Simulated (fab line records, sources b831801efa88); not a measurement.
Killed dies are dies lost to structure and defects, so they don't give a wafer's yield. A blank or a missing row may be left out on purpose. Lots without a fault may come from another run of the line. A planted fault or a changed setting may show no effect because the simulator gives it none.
Problem report in the 8D (eight disciplines) form, filled by code | flow gf180mcu | the parts of the form that need people (team, actions taken, sign-off) are left out

1. THE PROBLEM
V4_CVD_00_THK at GF_V4_THK_MEAS_01 reads a mean of 295 nm on 2 wafers of 1 lot; wafers without a fault read 599 nm with a standard deviation of 4.9. That is -62 standard deviations from the usual mean.
First seen on wafer L620.2, day 27 02:33, on film_metro-02. The record holds 36 wafers of 12 lots with a number at this step. Rule for "out", or "out of limits": more than 4 standard deviations from the usual mean. The other wafers with a number count as sound.

2. WHAT IT IS AND WHAT IT IS NOT
question                    | is                | is not
which readings at this step | V4_CVD_00_THK     | -
which lots                  | L620              | L611, L612, L613, L616, L617, L618, L619, L621, L631, L632, L633
which wafers of those lots  | L620.2, L620.6    | L620.5
read on which gauges        | film_metro-02     | film_metro-01, film_metro-04
when                        | from day 27 02:33 | up to then (22 sound wafers); but 12 sound wafers of L621, L631, L632, L633 came after

3. SUSPECTS, AND WHAT RULES EACH OUT
Counting: a tool at a process step up to the reading stays a suspect if it ran every lot that is out. Sound lots after the first of them don't rule it out here, since some wafers of a struck lot are sound.
- the gauge at GF_V4_THK_MEAS_01: ruled out. All the wafers that are out were read on film_metro-02, but those of them that GF_V4_CVD_00 has rows for are out there too, on other tools.
- rie_diel-03 at GF_V3_ETCH_16 (etches BARC in N2/H2): kept. It ran the lot that is out, L620 (day 26 03:32); its last sound lot up to then is L619 (day 25 22:43).
- hdpcvd-02 at GF_V4_CVD_00 (deposits SiO2, target thk 600 nm, time 100 s): kept. It ran the lot that is out, L620 (day 27 02:28); its last sound lot up to then is L619 (day 26 21:55). Its own readings are out on those wafers: sih4_flow_sccm.
- Within rie_diel-03 at GF_V3_ETCH_16: the wafers that are out ran in chambers 1, 3; their sound lot-mates ran in chamber 0.
- Within hdpcvd-02 at GF_V4_CVD_00: the wafers that are out ran in chamber 0; their sound lot-mates ran in chamber 2.
Left after counting: rie_diel-03 at GF_V3_ETCH_16, hdpcvd-02 at GF_V4_CVD_00.

4. THE CAUSE (what the simulator had put in)
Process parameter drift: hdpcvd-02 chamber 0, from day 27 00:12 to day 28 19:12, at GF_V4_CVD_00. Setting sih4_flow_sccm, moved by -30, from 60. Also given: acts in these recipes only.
Counting left 2 suspects, and this tool is among them.

5. THE CHAIN OF EFFECTS, in route order
Each row: a reading whose mean over the struck wafers that have a number lies more than 3 standard deviations from the usual. Only readings for which the record gives a usual standard deviation are gone through. hours: the time from each lot's start at the first step in this table that gives one to its start at this step, as a median over the lots. sigmas: the change in usual standard deviations.
hours | step              | reading        | usual      | on struck wafers | change | sigmas
0     | GF_V4_CVD_00      | sih4_flow_sccm | 59.99 sccm | 29.82            | -30.17 | -99 or more
0     | GF_V4_THK_MEAS_01 | V4_CVD_00_THK  | 599 nm     | 295              | -304   | -62
The process steps in it:
- GF_V4_CVD_00: deposits SiO2, target thk 600 nm, time 100 s.

6. WHAT WOULD HAVE CAUGHT IT SOONER
In this record the first reading out of limits at a measuring or inspecting step was taken at day 27 02:33, 2 hours after the fault began at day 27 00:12.
The tool's own readings at GF_V4_CVD_00 were out on every struck wafer that the step has a row for (sih4_flow_sccm): an alarm limit on them would have fired on the first of those.
All the lots that are out (1) had begun GF_V4_CVD_00 on hdpcvd-02 by day 27 02:33. A hold on the tool at that time would have spared none of them.
